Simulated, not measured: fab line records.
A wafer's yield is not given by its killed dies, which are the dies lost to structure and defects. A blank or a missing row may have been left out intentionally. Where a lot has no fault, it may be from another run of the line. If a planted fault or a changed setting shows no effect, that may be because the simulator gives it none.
Comparing a struck lot with a sound one :: flow sky130 :: 43 out of 708 route steps
Sound: wafers L677.1, L677.3, L677.6. Struck: wafer L688.3 (L688.1, L688.2, from the same lot, were not struck and are left out); the cause is given at the end.
For every step that has rows: the tool of each side, followed by ch and its chambers, followed by its first start. Under that, the readings that differ: sound wafers :: struck wafers :: difference of the means :: sigmas: that difference in standard deviations of wafers without a fault.
alike: readings with means less than 2 such deviations apart, plus words and numbers identical on both sides. not compared: withheld readings, readings lacking a value on some wafer, bounds such as >300 that could conceal the same value, and numbers that have no deviation in the record and whose values overlap.
Wherever a step has rows on one side only, a row that says differs or no value, or a row with sigmas, the two part there. Non-overlapping numbers with no deviation appear without sigmas and do not part them. Lack of a reading on every wafer of one side parts them only where that side has two or more wafers.

SKY_VIA2_CMP_02: polishes SiO2.
  sound on cmp-01 ch 0,1,2, day 38 11:50; struck on cmp-01 ch 0, day 41 16:19
  alike: edge zone pressure frac, head pressure psi, motor current A
SKY_VIA2_BOW_MEAS_03:
  struck on film metro-04, day 41 16:34; sound on film metro-04, day 38 12:05
  alike: VIA2_BOW
then, 8 steps without rows for these wafers: SKY_VIA2_DEHYDRATE_04 (time 60 s); SKY_VIA2_HMDS_05 (prime time 60 s); SKY_VIA2_COAT_06 (resist thk 60 nm); SKY_VIA2_COAT_07 (resist thk 450 nm); SKY_VIA2_SOFTBAKE_08 (time 90 s); SKY_VIA2_EXPOSE_09 (exposes mask VIM2, target cd 200 nm); SKY_VIA2_PEB_10; SKY_VIA2_DEVELOP_11 (develop time 61.79 s).
SKY_VIA2_CD_MEAS_12: target cd 200 nm.
  struck on cd sem-01, day 42 16:26; sound on cd sem-01, day 39 12:44
  alike: cd nm
SKY_VIA2_OVL_MEAS_13:
  struck on overlay-01, day 42 16:33; sound on overlay-02, day 39 12:52
  alike: VIA2_OVL
SKY_VIA2_ETCH_14: etches BARC in N2/H2, stops on SiO2, time 45.9 s, target depth 60 nm.
  sound on rie diel-03 ch 1,2, day 39 12:54; struck on rie diel-04 ch 0, day 42 16:35
reading: oes product au (a.u.)
sound: 0.863 0.864 0.854
struck: 0.710
difference: -0.150
sigmas: -33

reading: model.KrF-thick_of_VIA2_COAT_07.thk nm (nm)
sound: 394.7 393.6 392.7
struck: 414.1
difference: +20.4
sigmas: 

reading: model.etch.depth nm (nm)
sound: 60.23 60.19 60.3
struck: 42.03
difference: -18.21
sigmas: 

reading: model.VIA2.cd nm (nm)
sound: 199.9 200.9 199.2
struck: 196.5
difference: -3.5
sigmas: 
  alike: drypump motor current A, rf fwd power W, throttle valve pct
  not compared: rf hours counter h
SKY_VIA2_ETCH_15: etches SiO2 in C4F8/O2/Ar, stops on TiN, target depth 546 nm, time 84 s.
  sound on rie diel-03 ch 1,2, day 39 12:56; struck on rie diel-04 ch 0, day 42 16:38
reading: oes product au (a.u.)
sound: 0.940 0.937 0.939
struck: 0.378
difference: -0.561
sigmas: -99 or more

reading: model.KrF-thick_of_VIA2_COAT_07.thk nm (nm)
sound: 285.1 283.3 283.9
struck: 304.3
difference: +20.2
sigmas: 

reading: model.VIA2.cd nm (nm)
sound: 198 200.6 201.1
struck: 195.5
difference: -4.4
sigmas: 
  alike: rf fwd power W
  not compared: rf hours counter h
SKY_VIA2_STRIP_16: strips in O2/N2.
  sound on plasma asher-02 ch 0,1, day 39 13:00; struck on plasma asher-02 ch 1, day 42 16:47
reading: oes product au (a.u.)
sound: 0.396 0.400 0.400
struck: 0.408
difference: +0.009
sigmas: +2

reading: strip time to endpoint s (s)
sound: 4.051 4.043 4.070
struck: 4.271
difference: +0.216
sigmas: +10
  alike: drypump motor current A, o2 flow sccm
  not compared: rf hours counter h
then, 5 steps without rows for these wafers: SKY_VIA2_STRIP_17 (strips in post etch residue remover, time 1200 s); SKY_VIA2_CLEAN_18 (cleans in IPA, time 180 s); SKY_VIA2_CLEAN_19 (cleans in O3/DIW); SKY_VIA2_SPUTTER_20 (material TiN, target thk 20 nm, time 80 s); SKY_VIA2_CVD_21 (deposits W, target thk 420 nm, time 126.4 s).
SKY_VIA2_RS_MEAS_22: measures by four-point-probe.
  struck on film metro-03, day 42 17:34; sound on film metro-01, day 39 13:47
  alike: VIA2_W_RS
SKY_VIA2_THK_MEAS_23: measures by xrf.
  struck on film metro-03, day 42 17:41; sound on film metro-01, day 39 13:55
reading: VIA2_W_THK (nm)
sound: 418 423 422
struck: 405
difference: -16
sigmas: -3
then, 2 steps without rows for these wafers: SKY_VIA2_CMP_24 (polishes, stops on SiO2, t overpolish 20 s, target thk 0 nm); SKY_METAL3_SPUTTER_00 (material Ti, target thk 15 nm, time 10 s).
SKY_METAL3_SPUTTER_01: material TiN, target thk 20 nm, time 16.7 s.
  struck on pvd sputter-02, day 42 18:04; sound on pvd sputter-02, day 39 14:17
  alike: throttle valve pct
then, 1 step without rows for these wafers: SKY_METAL3_SPUTTER_02 (material AlCu, target thk 735 nm, time 39.1 s).
SKY_METAL3_SPUTTER_03: material Ti, target thk 5 nm, time 3.3 s.
  struck on pvd sputter-02, day 42 18:08; sound on pvd sputter-02, day 39 14:21
  alike: throttle valve pct
SKY_METAL3_SPUTTER_04: material TiN, target thk 70 nm, time 58.3 s.
  struck on pvd sputter-02, day 42 18:09; sound on pvd sputter-02, day 39 14:22
  alike: throttle valve pct
then, 1 step without rows for these wafers: SKY_CAPM_CVD_00 (deposits SiO2, target thk 15.5 nm).
SKY_CAPM_THK_MEAS_01:
  struck on film metro-01, day 42 18:14; sound on film metro-01, day 39 14:26
  alike: CAPM_CVD_00_THK
then, 1 step without rows for these wafers: SKY_CAPM_SPUTTER_02 (material TiN, target thk 200 nm, time 166.7 s).
SKY_CAPM_RS_MEAS_03: measures by four-point-probe.
  struck on film metro-02, day 42 18:24; sound on film metro-02, day 39 14:37
  alike: CAPM_TIN_RS
SKY_CAPM_THK_MEAS_04: measures by xrf.
  struck on film metro-02, day 42 18:31; sound on film metro-02, day 39 14:44
  alike: CAPM_TIN_THK
then, 7 steps without rows for these wafers: SKY_CAPM_DEHYDRATE_05 (time 60 s); SKY_CAPM_HMDS_06 (prime time 60 s); SKY_CAPM_COAT_07 (resist thk 1140 nm); SKY_CAPM_SOFTBAKE_08 (time 60 s); SKY_CAPM_EXPOSE_09 (exposes mask CAPM, target cd 1000 nm); SKY_CAPM_PEB_10; SKY_CAPM_DEVELOP_11 (develop time 60 s).
SKY_CAPM_OVL_MEAS_12:
  struck on overlay-02, day 43 16:25; sound on overlay-01, day 40 14:41
  not compared: CAPM_OVL
SKY_CAPM_METAL_ETCH_13: etches TiN in Cl2/BCl3, stops on SiO2, target depth 220 nm, time 62.9 s.
  sound on rie metal-03 ch 0,1, day 40 14:44; struck on rie metal-04 ch 1, day 43 16:28
reading: drypump motor current A (A)
sound: 6.2 5.3 6.2
struck: 5.0
difference: -0.9
sigmas: -2
  alike: oes product au, rf fwd power W, throttle valve pct
  not compared: rf hours counter h
SKY_METAL3_CD_MEAS_13: target cd 300 nm.
  struck on cd sem-02, day 44 15:23; sound on cd sem-01, day 41 15:02
  not compared: cd nm

## WHERE THEY PART
Last at SKY_CAPM_METAL_ETCH_13 as far as this record goes, first at SKY_VIA2_ETCH_14.

WHY: the cause the simulator had injected
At SKY_VIA2_ETCH_14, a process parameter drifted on rie diel-04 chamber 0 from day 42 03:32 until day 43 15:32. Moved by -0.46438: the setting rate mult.
